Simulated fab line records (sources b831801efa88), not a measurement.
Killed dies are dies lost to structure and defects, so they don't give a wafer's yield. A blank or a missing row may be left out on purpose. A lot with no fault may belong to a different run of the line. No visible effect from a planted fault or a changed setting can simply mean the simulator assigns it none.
fab line records	flow gf180mcu
record: lots: 24	wafers: 72	last_day: 34
route steps=602 shown STI@14 LVPWELL@65 M1@316 M3@409 V4@491 V5@565
lots that met no fault: taken from a fault-free run of the same line
start_h: hours from the record's first day to the start of the lot's first wafer shown	wait_h: hours from the lot's prior step to this one	" the same as in the row above	L1.1+2: one row covering several wafers at once	- value missing, or start not given	* or withheld: withheld	< > ~ a bound
route shown NAME@n: names a module that has steps shown in the file, with the first one's number in the route	usual: mean and standard deviation over wafers with no fault	same: alike in all rows	chamber/n: place in a boat	sites: the reading at each site	_std_site: the values' standard deviation	_edge_site: mean of outer sites minus mean of inner sites	radius_mm: for every site, how far away it sits from the centre of the wafer	mask NAME#n: copy n	behind: the last tool/chamber to shape the wafer	hold: the reason the lot was held/the length of the hold in hours/how it ended	device: the n, p or np transistor that did not switch	end of line: tests run on the same wafers once the route is complete	for a step that has no rows: nothing shown but its recipe	killed: count of dies lost to structure and defects at first sort (not the wafer's yield)	map: per-die view of a wafer (x killed, . not killed, _ where there is no die)
set.NAME: the setting the step ran with; set.NAME@STEP: the setting that earlier step ran with	model.NAME: the simulator's own value behind a step, which no gauge read
route steps across a sampled set of lots; one table per step, one row per wafer
services: a tool's chamber out of use, with start hour (start_h, from the record's first day; less than 0 if before it), hours out, and reason
== steps ==
step: GF_STI_ETCH_13
recipe: chemistry: CHF3/O2	stop_on: Si	over_etch_frac: 0.3	target_depth_a: 2823.1	source_w: 600	bias_w: 200	pressure_mtorr: 40	chf3_flow_sccm: 50	O2_flow_sccm: 5	time_s: 112.9
usual: drypump_motor_current_A: 5.9/0.4	oes_product_au: 0.833/0.0063	throttle_valve_pct: 8.811/0.0092
lot.wafer	tool	chamber	start_h	wait_h	drypump_motor_current_A	oes_product_au	rf_hours_counter_h	throttle_valve_pct
L074.2	rie_diel-04	3	24.97	0.1	5.7	0.823	27	8.796
L074.3	"	0	"	"	6.0	0.842	130	8.819
L074.5	"	3	"	"	5.7	0.841	-	8.812
L075.3	rie_diel-01	0	30.31	0.1	5.8	0.828	46	8.816
L075.4	"	1	"	"	6.7	0.828	170	8.813
L075.6	"	1	"	"	6.7	0.824	-	8.796
L076.1	rie_diel-02	1	34.61	0.1	5.9	0.831	106	8.804
L076.2	"	0	"	"	5.5	0.820	9	8.814
L076.3	"	3	"	"	6.0	0.828	155	8.813
L077.4	rie_diel-02	3	42.36	0.1	6.0	0.836	-	8.818
L077.5	"	1	"	"	5.8	0.842	-	8.817
L077.6	"	0	"	"	5.5	0.838	-	8.793
L078.2	rie_diel-01	1	46.06	0.1	6.7	0.832	170	8.823
L078.3	"	2	"	"	6.2	0.847	161	8.826
L078.6	"	1	"	"	6.7	0.836	-	8.808
L079.2	rie_diel-02	2	50.97	0.1	6.3	0.836	86	8.815
L079.3	"	0	"	"	5.5	0.830	9	8.837
L079.5	"	2	"	"	6.3	0.838	-	8.813
L080.3	rie_diel-02	1	55.87	0.1	5.8	0.828	107	8.810
L080.4	"	0	"	"	5.5	0.834	9	8.826
L080.6	"	2	"	"	6.3	0.836	-	8.834
L081.2	rie_diel-01	3	61.32	0.1	5.7	0.842	119	8.812
L081.4	"	0	"	"	5.8	0.829	47	8.825
L081.6	"	0	"	"	5.8	0.833	-	8.807
L082.2	rie_diel-01	2	67.31	0.1	6.2	0.838	161	8.807
L082.4	"	3	"	"	5.7	0.834	119	8.823
L082.5	"	2	"	"	6.2	0.822	-	8.827
L083.1	rie_diel-01	1	71.77	0.1	6.6	0.837	171	8.814
L083.4	"	2	"	"	6.2	0.843	161	8.804
L083.6	"	0	"	"	5.8	0.844	-	8.811
L084.3	rie_diel-04	3	77.37	0.1	5.7	0.834	28	8.809
L084.4	"	1	"	"	6.5	0.830	139	8.816
L084.5	"	2	"	"	5.1	0.835	-	8.808
L085.2	rie_diel-01	3	82.91	0.1	5.7	0.841	120	8.822
L085.3	"	3	"	"	5.7	0.832	-	8.813
L085.5	"	0	"	"	5.8	0.832	-	8.804
L086.2	rie_diel-02	3	87.06	0.1	6.0	0.841	156	8.791
L086.3	"	0	"	"	5.5	0.841	10	8.822
L086.5	"	0	"	"	5.5	0.828	-	8.813
L087.1	rie_diel-01	0	92.41	0.1	5.8	0.831	48	8.830
L087.2	"	3	"	"	5.7	0.833	120	8.815
L087.5	"	2	"	"	6.2	0.833	-	8.812
L088.2	rie_diel-02	0	97.12	0.1	5.5	0.834	11	8.818
L088.4	"	2	"	"	6.3	0.839	88	8.808
L088.5	"	1	"	"	5.9	0.822	-	8.820
L089.2	rie_diel-02	0	102.42	0.1	5.5	0.837	11	8.820
L089.3	"	2	"	"	6.3	0.826	88	8.820
L089.5	"	1	"	"	5.9	0.830	-	8.804
L090.1	rie_diel-04	0	109.61	0.1	6.0	0.838	132	8.815
L090.2	"	1	"	"	6.6	0.831	140	8.810
L090.5	"	3	"	"	5.7	0.832	-	8.812
L091.2	rie_diel-04	2	115.36	0.1	5.1	0.827	115	8.807
L091.3	"	3	"	"	5.7	0.833	29	8.796
L091.6	"	1	"	"	6.6	0.824	-	8.808
L092.1	rie_diel-01	0	119.56	0.1	5.8	0.841	48	8.819
L092.4	"	2	"	"	6.2	0.836	163	8.799
L092.5	"	0	"	"	5.8	0.836	-	8.814
L093.3	rie_diel-04	0	124.07	0.1	6.0	0.833	133	8.814
L093.4	"	1	"	"	6.6	0.820	140	8.802
L093.6	"	1	"	"	6.6	0.824	-	8.811
L094.1	rie_diel-04	3	128.12	0.1	5.7	0.829	29	8.812
L094.4	"	1	"	"	6.6	0.828	141	8.805
L094.6	"	0	"	"	6.0	0.821	-	8.792
L095.2	rie_diel-04	3	135.22	0.1	5.7	0.832	30	8.815
L095.3	"	1	"	"	6.5	0.826	141	8.804
L095.6	"	0	"	"	6.0	0.823	-	8.811
L096.2	rie_diel-02	2	140.71	0.1	6.3	0.823	89	8.800
L096.5	"	1	"	"	5.8	0.828	-	8.809
L096.6	"	0	"	"	5.5	0.834	-	8.820
L097.4	rie_diel-01	0	145.41	0.0	5.8	0.829	49	8.791
L097.5	"	1	"	"	6.6	0.829	-	8.826
L097.6	"	2	"	"	6.2	0.828	-	8.814
step: GF_LVPWELL_TW_MEAS_11
usual: LVPWELL_TW: 560/9.6
lot.wafer	tool	chamber	start_h	wait_h	LVPWELL_TW
L074.2	film_metro-01	-	69.19	0.1	551
L074.3	"	-	"	"	554
L074.5	"	-	"	"	552
L075.3	film_metro-04	-	74.66	0.1	569
L075.4	"	-	"	"	564
L075.6	"	-	"	"	567
L076.1	film_metro-04	-	79.04	0.1	569
L076.2	"	-	"	"	567
L076.3	"	-	"	"	567
L077.4	film_metro-04	-	87.99	0.1	572
L077.5	"	-	"	"	569
L077.6	"	-	"	"	569
L078.2	film_metro-01	-	91.05	0.1	550
L078.3	"	-	"	"	551
L078.6	"	-	"	"	553
L079.2	film_metro-01	-	96.40	0.1	554
L079.3	"	-	"	"	556
L079.5	"	-	"	"	553
L080.3	film_metro-04	-	101.78	0.1	571
L080.4	"	-	"	"	571
L080.6	"	-	"	"	574
L081.2	film_metro-04	-	107.55	0.1	571
L081.4	"	-	"	"	569
L081.6	"	-	"	"	573
L082.2	film_metro-01	-	113.93	0.1	547
L082.4	"	-	"	"	552
L082.5	"	-	"	"	554
L083.1	film_metro-04	-	119.53	0.1	568
L083.4	"	-	"	"	572
L083.6	"	-	"	"	569
L084.3	film_metro-01	-	125.13	0.1	552
L084.4	"	-	"	"	554
L084.5	"	-	"	"	550
L085.2	film_metro-01	-	130.70	0.1	555
L085.3	"	-	"	"	551
L085.5	"	-	"	"	551
L086.2	film_metro-03	-	135.02	0.1	561
L086.3	"	-	"	"	559
L086.5	"	-	"	"	563
L087.1	film_metro-03	-	147.84	0.1	559
L087.2	"	-	"	"	556
L087.5	"	-	"	"	560
L088.2	film_metro-03	-	149.20	0.1	560
L088.4	"	-	"	"	561
L088.5	"	-	"	"	558
L089.2	film_metro-01	-	152.38	0.1	551
L089.3	"	-	"	"	549
L089.5	"	-	"	"	550
L090.1	film_metro-01	-	161.68	0.1	552
L090.2	"	-	"	"	554
L090.5	"	-	"	"	551
L091.2	film_metro-04	-	168.12	0.1	575
L091.3	"	-	"	"	573
L091.6	"	-	"	"	575
L092.1	film_metro-01	-	173.57	0.1	548
L092.4	"	-	"	"	547
L092.5	"	-	"	"	547
L093.3	film_metro-04	-	178.40	0.1	578
L093.4	"	-	"	"	578
L093.6	"	-	"	"	579
L094.1	film_metro-03	-	180.80	0.1	559
L094.4	"	-	"	"	561
L094.6	"	-	"	"	563
L095.2	film_metro-03	-	188.38	0.1	563
L095.3	"	-	"	"	566
L095.6	"	-	"	"	562
L096.2	film_metro-01	-	194.07	0.1	550
L096.5	"	-	"	"	546
L096.6	"	-	"	"	548
L097.4	film_metro-01	-	199.59	0.1	548
L097.5	"	-	"	"	545
L097.6	"	-	"	"	550
step: GF_M1_SPUTTER_01
recipe: material: TiN	target_thk_nm: 30	power_w: 6500	time_s: 25	chamber_pressure_pa: 0.4
usual: throttle_valve_pct: 30.2/0.83
lot.wafer	tool	chamber	start_h	wait_h	throttle_valve_pct
L074.2	pvd_sputter-04	-	361.12	0.1	30.0
L074.3	"	-	"	"	31.1
L074.5	"	-	"	"	30.6
L075.3	pvd_sputter-02	-	372.52	0.1	28.9
L075.4	"	-	"	"	29.8
L075.6	"	-	"	"	31.6
L076.1	pvd_sputter-01	-	377.53	0.1	29.9
L076.2	"	-	"	"	30.0
L076.3	"	-	"	"	30.5
L077.4	pvd_sputter-02	-	391.32	0.1	31.6
L077.5	"	-	"	"	31.3
L077.6	"	-	"	"	28.8
L078.2	pvd_sputter-01	-	400.55	0.1	31.2
L078.3	"	-	"	"	30.3
L078.6	"	-	"	"	30.3
L079.2	pvd_sputter-04	-	407.46	0.1	31.0
L079.3	"	-	"	"	31.1
L079.5	"	-	"	"	31.0
L080.3	pvd_sputter-02	-	412.44	0.1	29.1
L080.4	"	-	"	"	30.1
L080.6	"	-	"	"	29.7
L081.2	pvd_sputter-04	-	422.74	0.1	31.1
L081.4	"	-	"	"	31.0
L081.6	"	-	"	"	31.1
L082.2	pvd_sputter-04	-	428.89	0.1	31.0
L082.4	"	-	"	"	30.9
L082.5	"	-	"	"	30.9
L083.1	pvd_sputter-01	-	444.89	0.1	30.3
L083.4	"	-	"	"	30.0
L083.6	"	-	"	"	31.1
L084.3	pvd_sputter-01	-	450.89	0.1	31.1
L084.4	"	-	"	"	30.2
L084.5	"	-	"	"	29.8
L085.2	pvd_sputter-04	-	459.62	0.1	31.3
L085.3	"	-	"	"	28.8
L085.5	"	-	"	"	29.9
L086.2	pvd_sputter-01	-	471.46	0.1	30.0
L086.3	"	-	"	"	31.1
L086.5	"	-	"	"	30.1
L087.1	pvd_sputter-02	-	487.31	0.1	30.1
L087.2	"	-	"	"	31.5
L087.5	"	-	"	"	29.7
L088.2	pvd_sputter-04	-	490.44	0.1	30.2
L088.4	"	-	"	"	31.0
L088.5	"	-	"	"	31.1
L089.2	pvd_sputter-04	-	494.21	0.1	30.0
L089.3	"	-	"	"	28.7
L089.5	"	-	"	"	28.6
L090.1	pvd_sputter-02	-	510.82	0.1	29.5
L090.2	"	-	"	"	28.7
L090.5	"	-	"	"	28.7
L091.2	pvd_sputter-04	-	516.59	0.1	29.8
L091.3	"	-	"	"	28.9
L091.6	"	-	"	"	31.0
L092.1	pvd_sputter-01	-	522.18	0.1	29.9
L092.4	"	-	"	"	29.7
L092.5	"	-	"	"	30.5
L093.3	pvd_sputter-01	-	530.04	0.1	29.7
L093.4	"	-	"	"	30.4
L093.6	"	-	"	"	30.2
L094.1	pvd_sputter-04	-	536.94	0.1	31.1
L094.4	"	-	"	"	31.2
L094.6	"	-	"	"	30.8
L095.2	pvd_sputter-04	-	546.72	0.1	30.8
L095.3	"	-	"	"	28.8
L095.6	"	-	"	"	31.2
L096.2	pvd_sputter-04	-	550.70	0.1	31.0
L096.5	"	-	"	"	28.9
L096.6	"	-	"	"	31.1
L097.4	pvd_sputter-02	-	559.19	0.1	28.6
L097.5	"	-	"	"	29.5
L097.6	"	-	"	"	29.8
step: GF_M3_SPUTTER_00
recipe: material: Ti	target_thk_nm: 37.5	arriving_ion_energy_ev: 80	substrate_temp_c: 200	chamber_pressure_pa: 2	power_w: 4000	time_s: 150
usual: throttle_valve_pct: 30.2/0.9
lot.wafer	tool	chamber	start_h	wait_h	throttle_valve_pct
L074.2	pvd_sputter-04	-	460.68	0.1	28.7
L074.3	"	-	"	"	31.2
L074.5	"	-	"	"	31.3
L075.3	pvd_sputter-04	-	472.19	0.2	31.1
L075.4	"	-	"	"	30.1
L075.6	"	-	"	"	28.6
L076.1	pvd_sputter-02	-	477.84	0.1	29.6
L076.2	"	-	"	"	28.7
L076.3	"	-	"	"	31.6
L077.4	pvd_sputter-04	-	491.48	0.1	31.4
L077.5	"	-	"	"	31.1
L077.6	"	-	"	"	31.1
L078.2	pvd_sputter-04	-	501.83	0.1	31.1
L078.3	"	-	"	"	31.1
L078.6	"	-	"	"	31.1
L079.2	pvd_sputter-02	-	509.27	0.1	30.2
L079.3	"	-	"	"	28.9
L079.5	"	-	"	"	31.5
L080.3	pvd_sputter-04	-	514.27	0.2	30.8
L080.4	"	-	"	"	31.1
L080.6	"	-	"	"	29.7
L081.2	pvd_sputter-04	-	524.27	0.2	31.1
L081.4	"	-	"	"	28.8
L081.6	"	-	"	"	28.6
L082.2	pvd_sputter-04	-	528.78	0.2	28.9
L082.4	"	-	"	"	30.8
L082.5	"	-	"	"	28.8
L083.1	pvd_sputter-01	-	545.70	0.2	31.1
L083.4	"	-	"	"	29.9
L083.6	"	-	"	"	30.3
L084.3	pvd_sputter-02	-	552.09	0.1	31.5
L084.4	"	-	"	"	30.3
L084.5	"	-	"	"	29.8
L085.2	pvd_sputter-01	-	558.12	0.1	31.0
L085.3	"	-	"	"	29.9
L085.5	"	-	"	"	30.0
L086.2	pvd_sputter-02	-	570.01	0.2	28.8
L086.3	"	-	"	"	29.4
L086.5	"	-	"	"	28.9
L087.1	pvd_sputter-01	-	584.53	0.1	31.0
L087.2	"	-	"	"	29.7
L087.5	"	-	"	"	30.6
L088.2	pvd_sputter-01	-	586.66	0.2	31.1
L088.4	"	-	"	"	29.8
L088.5	"	-	"	"	31.2
L089.2	pvd_sputter-04	-	590.89	0.1	29.9
L089.3	"	-	"	"	28.8
L089.5	"	-	"	"	31.2
L090.1	pvd_sputter-04	-	604.54	0.1	31.2
L090.2	"	-	"	"	31.2
L090.5	"	-	"	"	28.5
L091.2	pvd_sputter-02	-	609.90	0.2	30.0
L091.3	"	-	"	"	29.5
L091.6	"	-	"	"	31.2
L092.1	pvd_sputter-02	-	616.61	0.1	31.7
L092.4	"	-	"	"	29.8
L092.5	"	-	"	"	31.5
L093.3	pvd_sputter-01	-	623.85	0.2	29.9
L093.4	"	-	"	"	29.8
L093.6	"	-	"	"	30.0
L094.1	pvd_sputter-04	-	630.01	0.2	31.0
L094.4	"	-	"	"	29.1
L094.6	"	-	"	"	30.9
L095.2	pvd_sputter-04	-	637.35	0.1	30.0
L095.3	"	-	"	"	31.0
L095.6	"	-	"	"	31.2
L096.2	pvd_sputter-04	-	641.46	0.1	31.0
L096.5	"	-	"	"	30.0
L096.6	"	-	"	"	28.9
L097.4	pvd_sputter-04	-	649.16	0.3	29.9
L097.5	"	-	"	"	31.2
L097.6	"	-	"	"	28.6
step: GF_V4_OVL_MEAS_15
usual: V4_OVL: 0/5.2
lot.wafer	tool	chamber	start_h	wait_h	V4_OVL[nm]
L074.2	overlay-01	-	559.02	0.1	1
L074.3	"	-	"	"	4
L074.5	"	-	"	"	-2
L075.3	overlay-01	-	569.57	0.1	2
L075.4	"	-	"	"	-3
L075.6	"	-	"	"	-3
L076.1	overlay-02	-	575.11	0.1	4
L076.2	"	-	"	"	1
L076.3	"	-	"	"	5
L077.4	overlay-01	-	587.26	0.1	1
L077.5	"	-	"	"	-9
L077.6	"	-	"	"	-9
L078.2	overlay-01	-	595.27	0.1	5
L078.3	"	-	"	"	11
L078.6	"	-	"	"	1
L079.2	overlay-01	-	602.76	0.1	-7
L079.3	"	-	"	"	3
L079.5	"	-	"	"	0
L080.3	overlay-01	-	608.12	0.1	7
L080.4	"	-	"	"	0
L080.6	"	-	"	"	-4
L081.2	overlay-02	-	616.11	0.1	2
L081.4	"	-	"	"	-4
L081.6	"	-	"	"	2
L082.2	overlay-01	-	619.67	0.1	6
L082.4	"	-	"	"	6
L082.5	"	-	"	"	6
L083.1	overlay-02	-	635.71	0.1	-4
L083.4	"	-	"	"	-8
L083.6	"	-	"	"	-3
L084.3	overlay-02	-	640.62	0.1	2
L084.4	"	-	"	"	0
L084.5	"	-	"	"	-6
L085.2	overlay-02	-	646.67	0.1	-1
L085.3	"	-	"	"	-2
L085.5	"	-	"	"	3
L086.2	overlay-02	-	657.27	0.1	-12
L086.3	"	-	"	"	-11
L086.5	"	-	"	"	-6
L087.1	overlay-02	-	669.84	0.1	-2
L087.2	"	-	"	"	9
L087.5	"	-	"	"	-3
L088.2	overlay-02	-	672.20	0.1	-1
L088.4	"	-	"	"	5
L088.5	"	-	"	"	1
L089.2	overlay-02	-	675.72	0.1	0
L089.3	"	-	"	"	0
L089.5	"	-	"	"	0
L090.1	overlay-01	-	688.74	0.1	2
L090.2	"	-	"	"	3
L090.5	"	-	"	"	5
L091.2	overlay-02	-	693.39	0.1	-9
L091.3	"	-	"	"	-9
L091.6	"	-	"	"	0
L092.1	overlay-01	-	699.69	0.1	9
L092.4	"	-	"	"	-6
L092.5	"	-	"	"	1
L093.3	overlay-01	-	705.62	0.1	-6
L093.4	"	-	"	"	-2
L093.6	"	-	"	"	2
L094.1	overlay-01	-	711.21	0.1	0
L094.4	"	-	"	"	7
L094.6	"	-	"	"	-2
L095.2	overlay-01	-	717.51	0.1	-4
L095.3	"	-	"	"	2
L095.6	"	-	"	"	1
L096.2	overlay-02	-	721.86	0.1	-3
L096.5	"	-	"	"	6
L096.6	"	-	"	"	-12
L097.4	overlay-02	-	728.43	0.1	-4
L097.5	"	-	"	"	-8
L097.6	"	-	"	"	-6
step: GF_V5_THK_MEAS_25
recipe: thk_meas_gauge: xrf	reads: W_of_V5_CVD_23
usual: V5_W_THK: 342/4.9
lot.wafer	tool	chamber	start_h	wait_h	V5_W_THK[nm]
L074.2	film_metro-01	-	627.22	0.1	347
L074.3	"	-	"	"	342
L074.5	"	-	"	"	339
L075.3	film_metro-01	-	638.28	0.1	337
L075.4	"	-	"	"	340
L075.6	"	-	"	"	338
L076.1	film_metro-01	-	641.66	0.1	345
L076.2	"	-	"	"	346
L076.3	"	-	"	"	346
L077.4	film_metro-04	-	654.73	0.1	347
L077.5	"	-	"	"	349
L077.6	"	-	"	"	343
L078.2	film_metro-02	-	660.93	0.1	351
L078.3	"	-	"	"	355
L078.6	"	-	"	"	342
L079.2	film_metro-04	-	667.06	0.1	343
L079.3	"	-	"	"	343
L079.5	"	-	"	"	346
L080.3	film_metro-02	-	671.92	0.1	347
L080.4	"	-	"	"	350
L080.6	"	-	"	"	349
L081.2	film_metro-02	-	681.78	0.1	347
L081.4	"	-	"	"	347
L081.6	"	-	"	"	342
L082.2	film_metro-01	-	683.48	0.1	350
L082.4	"	-	"	"	344
L082.5	"	-	"	"	349
L083.1	film_metro-01	-	698.16	0.1	338
L083.4	"	-	"	"	343
L083.6	"	-	"	"	340
L084.3	film_metro-04	-	702.99	0.1	340
L084.4	"	-	"	"	344
L084.5	"	-	"	"	340
L085.2	film_metro-04	-	708.52	0.1	338
L085.3	"	-	"	"	333
L085.5	"	-	"	"	332
L086.2	film_metro-02	-	718.40	0.1	338
L086.3	"	-	"	"	345
L086.5	"	-	"	"	340
L087.1	film_metro-04	-	730.62	0.1	335
L087.2	"	-	"	"	338
L087.5	"	-	"	"	339
L088.2	film_metro-01	-	731.62	0.1	335
L088.4	"	-	"	"	335
L088.5	"	-	"	"	339
L089.2	film_metro-02	-	736.00	0.1	340
L089.3	"	-	"	"	342
L089.5	"	-	"	"	342
L090.1	film_metro-01	-	747.07	0.1	333
L090.2	"	-	"	"	336
L090.5	"	-	"	"	332
L091.2	film_metro-04	-	750.67	0.1	338
L091.3	"	-	"	"	340
L091.6	"	-	"	"	342
L092.1	film_metro-01	-	757.36	0.1	339
L092.4	"	-	"	"	339
L092.5	"	-	"	"	337
L093.3	film_metro-02	-	762.89	0.1	342
L093.4	"	-	"	"	344
L093.6	"	-	"	"	340
L094.1	film_metro-02	-	766.73	0.1	345
L094.4	"	-	"	"	343
L094.6	"	-	"	"	344
L095.2	film_metro-04	-	772.37	0.1	339
L095.3	"	-	"	"	337
L095.6	"	-	"	"	336
L096.2	film_metro-01	-	776.22	0.1	337
L096.5	"	-	"	"	344
L096.6	"	-	"	"	332
L097.4	film_metro-04	-	782.96	0.1	344
L097.5	"	-	"	"	345
L097.6	"	-	"	"	343
== services ==
tool	chamber	start_h	hours	kind
pvd_sputter-01	-	9.08	1.5	repair
pvd_sputter-01	-	19.95	4.9	repair
pvd_sputter-04	-	41.52	7.7	repair
pvd_sputter-04	-	76.00	0.9	repair
rie_diel-01	2	80.89	2.7	repair
pvd_sputter-01	-	96.73	1.8	repair
pvd_sputter-02	-	177.99	2.2	repair
rie_diel-01	1	234.88	5.3	repair
pvd_sputter-01	-	256.31	1.2	repair
pvd_sputter-04	-	265.57	2.2	repair
rie_diel-01	-	268.11	15.6	pm
pvd_sputter-02	-	287.31	1.5	repair
pvd_sputter-04	-	332.81	7.7	repair
rie_diel-01	0	350.46	10.9	repair
pvd_sputter-04	-	370.28	3.8	repair
rie_diel-01	3	387.15	4.3	repair
rie_diel-01	2	400.22	31.3	repair
pvd_sputter-01	-	404.92	2.5	repair
pvd_sputter-04	-	468.90	2.7	repair
pvd_sputter-01	-	476.20	1.8	repair
rie_diel-01	3	485.54	9.6	repair
pvd_sputter-02	-	533.96	1.3	repair
pvd_sputter-01	-	583.79	0.5	repair
pvd_sputter-01	-	618.44	1.8	repair
== key ==
fault none
